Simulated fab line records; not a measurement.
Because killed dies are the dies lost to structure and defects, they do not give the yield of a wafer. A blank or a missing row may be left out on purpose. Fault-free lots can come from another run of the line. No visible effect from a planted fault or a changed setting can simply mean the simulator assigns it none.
Struck lot and sound lot, side by side    flow sky130    17 steps out of a route of 708
Sound: wafers L427.4, L427.5, L427.6. Wafers struck: L418.2, L418.4, L418.6. The cause comes at the end.
Each step with rows lists, per side, the tool, then ch with its chambers, then its first start. Under that, the readings that differ: sound wafers    struck wafers    difference of the means    sigmas: that difference in standard deviations of wafers without a fault.
alike: readings with means less than 2 such deviations apart, plus words and numbers identical on both sides. not compared: withheld readings, readings lacking a value on some wafer, bounds such as >300 that could conceal the same value, and numbers that have no deviation in the record and whose values overlap.
The two part at a step that has a row with sigmas, a row that says differs or no value, or rows on one side only. Non-overlapping numbers with no deviation appear without sigmas and do not part them. Lack of a reading on every wafer of one side parts them only where that side has two or more wafers.

first, 1 step without rows for these wafers: SKY_LDD_N_IMPLANT_15.
SKY_LDD_N_STRIP_16: strips in O2/N2.
  sound on plasma_asher-02 ch 0,1, day 24 23:41; struck on plasma_asher-03 ch 0,1, day 21 21:27
  alike: drypump_motor_current_A, oes_product_au, strip_time_to_endpoint_s
  not compared: rf_hours_counter_h
SKY_LDD_N_TW_MEAS_17:
  sound on film_metro-04, day 24 23:47; struck on film_metro-01, day 21 21:34
reading   sound           struck          difference  sigmas
LDD_N_TW  2533 2539 2553  2595 2590 2586  +49         +3
then, 7 steps without rows for these wafers: SKY_LDD_P_DEHYDRATE_00 (time 60 s); SKY_LDD_P_HMDS_01 (prime time 60 s); SKY_LDD_P_COAT_02 (resist thk 1140 nm); SKY_LDD_P_SOFTBAKE_03 (time 60 s); SKY_LDD_P_EXPOSE_04 (exposes mask PSDM, target cd 380 nm); SKY_LDD_P_PEB_05; SKY_LDD_P_DEVELOP_06 (develop time 60 s).
SKY_LDD_P_CD_MEAS_07: target cd 380 nm.
  sound on cd_sem-02, day 26 03:53; struck on cd_sem-01, day 23 04:08
  alike: cd_nm
SKY_LDD_P_OVL_MEAS_08:
  sound on overlay-01, day 26 03:57; struck on overlay-02, day 23 04:14
  alike: LDD_P_OVL
SKY_LDD_P_IMPLANT_09:
  sound on implanter-04 ch 0, day 26 04:03; struck on implanter-02 ch 0, day 23 04:17
reading             sound                       struck                         difference  sigmas
dose_ions_cm2       9.988e+12 1e+13 1.0012e+13  3.468e+12 3.468e+12 3.487e+12  -6.526e+12  -99 or more
faraday_current_uA  57.3 56.6 57.6              18.9 19.6 20.0                 -37.7       -34
  alike: end_station_pressure_torr
SKY_LDD_P_STRIP_10: strips in O2/N2.
  sound on plasma_asher-01 ch 0,1, day 26 04:10; struck on plasma_asher-04 ch 0,1, day 23 04:25
  alike: drypump_motor_current_A, oes_product_au, strip_time_to_endpoint_s
  not compared: rf_hours_counter_h
SKY_LDD_P_TW_MEAS_11:
  sound on film_metro-03, day 26 04:15; struck on film_metro-02, day 23 04:32
reading   sound        struck       difference  sigmas
LDD_P_TW  641 641 638  457 459 457  -182        -59
then, 1 step without rows for these wafers: SKY_LDD_HVN_DEHYDRATE_00 (time 60 s).
-- a jump in the record: the struck wafers' starts before and after are 26 days apart (it breaks off in module LDD_HVN and resumes in module PAD_OPEN, where the first step shown is number 708 of the route) --
SKY_PAD_OPEN_PROBE_99:
  sound on prober-02, day 50 12:38; struck on prober-02, day 48 16:56
reading                                  sound              struck                         difference  sigmas
model.etest.tip_p.rs_ohm_sq              6884 6819 6907     1.796e+04 1.761e+04 1.758e+04  +1.085e+04  
model.etest.tip_p.rs_ohm_sq_range        183.2 252.8 217.7  612.1 503.5 1146               +536.0      
model.etest.pfet_01v8.r_on_ohm_um        2868 2811 2930     3214 3219 3163                 +329        
model.etest.pfet_01v8.drive_ua_um        193.5 200.8 189.6  166.6 168.3 168.8              -26.7       
model.etest.pfet_01v8_hvt.drive_ua_um    144.9 148 140.4    122.4 123.9 123.3              -21.2       
model.etest.sram_pfet_latch.drive_ua_um  137.8 146 144.3    121.5 123.8 118                -21.6       
model.etest.pfet_01v8_mvt.drive_ua_um    153.4 158.4 150.2  135.7 139 139.4                -16.0       
  alike: killed_at_M0_to_M3, killed_at_M4_up, killed_at_contacts, killed_at_front_end, killed_at_other, killed_dies, killed_open, killed_short
  not compared: model.etest.tip_p.rs_ohm_sq_rim_less_centre

WHERE THEY PART
At SKY_LDD_N_TW_MEAS_17 first; at SKY_LDD_P_TW_MEAS_11 last (within this record only). Later steps at which nothing parts them and some readings are alike: SKY_PAD_OPEN_PROBE_99.

WHY: what the simulator had put in
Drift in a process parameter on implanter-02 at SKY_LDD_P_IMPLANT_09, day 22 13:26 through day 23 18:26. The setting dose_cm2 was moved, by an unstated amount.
